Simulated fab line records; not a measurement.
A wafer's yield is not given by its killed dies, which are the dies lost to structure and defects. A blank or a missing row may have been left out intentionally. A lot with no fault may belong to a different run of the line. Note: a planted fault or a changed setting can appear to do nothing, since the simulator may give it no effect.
What tool caused it? :: flow sky130 :: 14 lots, 42 wafers sampled, at 3 steps of a route of 708

WHAT THE GAUGES SHOWED, per wafer
SKY_VT_ADJUST_LVTN_OVL_MEAS_18.
lot: L984
measured: day 7 19:32
on: overlay-01
VT_ADJUST_LVTN_01_OVL (nm): -1.1 -1.1 -2.6

lot: L985
measured: day 7 23:17
on: overlay-01
VT_ADJUST_LVTN_01_OVL (nm): 1.8 -1.6 2.0

lot: L987
measured: day 8 17:20
on: overlay-01
VT_ADJUST_LVTN_01_OVL (nm): -0.5 -0.5 -1.1

lot: L990
measured: day 9 10:23
on: overlay-01
VT_ADJUST_LVTN_01_OVL (nm): -1.4 -1.6 -3.0

lot: L991
measured: day 9 22:44
on: overlay-02
VT_ADJUST_LVTN_01_OVL (nm): -0.3 0.2 1.2

lot: L992
measured: day 10 01:23
on: overlay-01
VT_ADJUST_LVTN_01_OVL (nm): -2.6 -1.7 -1.2

lot: L998
measured: day 11 14:08
on: overlay-01
VT_ADJUST_LVTN_01_OVL (nm): -2.7 -1.5 -3.1

lot: L101
measured: day 12 11:35
on: overlay-02
VT_ADJUST_LVTN_01_OVL (nm): -1.1 -0.1 1.3

lot: L102
measured: day 12 15:16
on: overlay-02
VT_ADJUST_LVTN_01_OVL (nm): 0.8 1.0 1.2

lot: L103
measured: day 12 23:29
on: overlay-01
VT_ADJUST_LVTN_01_OVL (nm): -3.4 -1.7 -2.0

lot: L104
measured: day 13 07:38
on: overlay-01
VT_ADJUST_LVTN_01_OVL (nm): 0.9 1.4 -0.2

lot: L105
measured: day 13 14:18
on: overlay-02
VT_ADJUST_LVTN_01_OVL (nm): 0.8 0.2 -0.4

lot: L106
measured: day 14 04:05
on: overlay-02
VT_ADJUST_LVTN_01_OVL (nm): -1.3 -2.9 -3.0

lot: L107
measured: day 14 07:38
on: overlay-02
VT_ADJUST_LVTN_01_OVL (nm): -0.2 -1.8 -1.1

SKY_VT_ADJUST_HVTR_TW_MEAS_11.
lot: L984
measured: day 9 14:00
on: film-metro-01
VT_ADJUST_HVTR_TW: 211.4 211.2 211.6

lot: L985
measured: day 9 18:09
on: film-metro-01
VT_ADJUST_HVTR_TW: 211.1 210.7 211.1

lot: L987
measured: day 10 12:16
on: film-metro-04
VT_ADJUST_HVTR_TW: 213.0 212.1 211.7

lot: L990
measured: day 11 04:24
on: film-metro-02
VT_ADJUST_HVTR_TW: 213.1 213.1 211.7

lot: L991
measured: day 11 20:21
on: film-metro-04
VT_ADJUST_HVTR_TW: 214.4 213.6 213.5

lot: L992
measured: day 11 22:39
on: film-metro-01
VT_ADJUST_HVTR_TW: 211.9 212.2 212.1

lot: L998
measured: day 13 17:05
on: film-metro-01
VT_ADJUST_HVTR_TW: 211.5 212.6 211.4

lot: L101
measured: day 14 14:56
on: film-metro-04
VT_ADJUST_HVTR_TW: 214.0 213.4 213.1

lot: L102
measured: day 14 18:55
on: film-metro-02
VT_ADJUST_HVTR_TW: 211.3 212.3 211.9

lot: L103
measured: day 15 03:32
on: film-metro-01
VT_ADJUST_HVTR_TW: 212.0 211.4 213.0

lot: L104
measured: day 15 13:02
on: film-metro-01
VT_ADJUST_HVTR_TW: 211.9 211.5 212.8

lot: L105
measured: day 15 19:55
on: film-metro-04
VT_ADJUST_HVTR_TW: 211.0 211.8 210.8

lot: L106
measured: day 16 11:06
on: film-metro-02
VT_ADJUST_HVTR_TW: 212.0 210.6 210.3

lot: L107
measured: day 16 15:17
on: film-metro-01
VT_ADJUST_HVTR_TW: 212.4 211.0 211.5

SKY_RES_PROTECT_TW_MEAS_08.
lot: L984
measured: day 15 07:59
on: film-metro-03
POLY_GATE_TW: 4041 4049 4041

lot: L985
measured: day 15 12:05
on: film-metro-01
POLY_GATE_TW: 4056 4068 4043

lot: L987
measured: day 16 08:36
on: film-metro-01
POLY_GATE_TW: 4042 4063 4055

lot: L990
measured: day 17 03:58
on: film-metro-03
POLY_GATE_TW: 4027 4038 4031

lot: L991
measured: day 18 06:45
on: film-metro-03
POLY_GATE_TW: 4048 4049 4068

lot: L992
measured: day 18 06:48
on: film-metro-04
POLY_GATE_TW: 4096 4094 4089

lot: L998
measured: day 20 06:53
on: film-metro-04
POLY_GATE_TW: 4052 4059 4058

lot: L101
measured: day 21 06:37
on: film-metro-01
POLY_GATE_TW: 4067 4060 4049

lot: L102
measured: day 21 11:10
on: film-metro-04
POLY_GATE_TW: 4081 4096 4078

lot: L103
measured: day 21 22:17
on: film-metro-03
POLY_GATE_TW: 4035 4044 4024

lot: L104
measured: day 22 06:17
on: film-metro-01
POLY_GATE_TW: 4039 4055 4043

lot: L105
measured: day 22 15:43
on: film-metro-04
POLY_GATE_TW: 4117 4108 4109

lot: L106
measured: day 23 06:51
on: film-metro-01
POLY_GATE_TW: 4083 4085 4088

lot: L107
measured: day 23 09:50
on: film-metro-03
POLY_GATE_TW: 4082 4057 4079

EACH LOT AND THE TOOL THAT RAN IT (in order: tool; ch and the chambers of the sampled wafers; start)
Record: no process step prior to these readings.

WHAT THE TOOLS THEMSELVES READ (means of the sampled wafers that have a number; where no wafer has one, the mark that the record gives instead)
The record holds no such reading with a usual standard deviation.

THE ANSWER, worked out from the rows above alone
Rule: the usual values come from the lots themselves. Put in order of their means at a reading, lots are off if they are a third of the lots or fewer, leave a main group of 4 or more, and stand apart from it by a gap of 3 or more times the standard deviation of the main group's means; of several such gaps the widest counts. A main group whose means are all the same, to the digits that the tables above print for the reading, isn't used. A lot without any number at a reading at which 4 lots or more have one is off too. Any other lot the step has rows for is counted as sound. The gauges are gone through in route order, then the tools' own readings, and for those a lot's mean is taken as printed above. At the first step where some lot is off, the reading lying furthest off is the one used; lots without a number count as furthest.
No lot is off at any reading shown: from this, nothing can be told.

WHAT THE SIMULATOR HAD INSERTED
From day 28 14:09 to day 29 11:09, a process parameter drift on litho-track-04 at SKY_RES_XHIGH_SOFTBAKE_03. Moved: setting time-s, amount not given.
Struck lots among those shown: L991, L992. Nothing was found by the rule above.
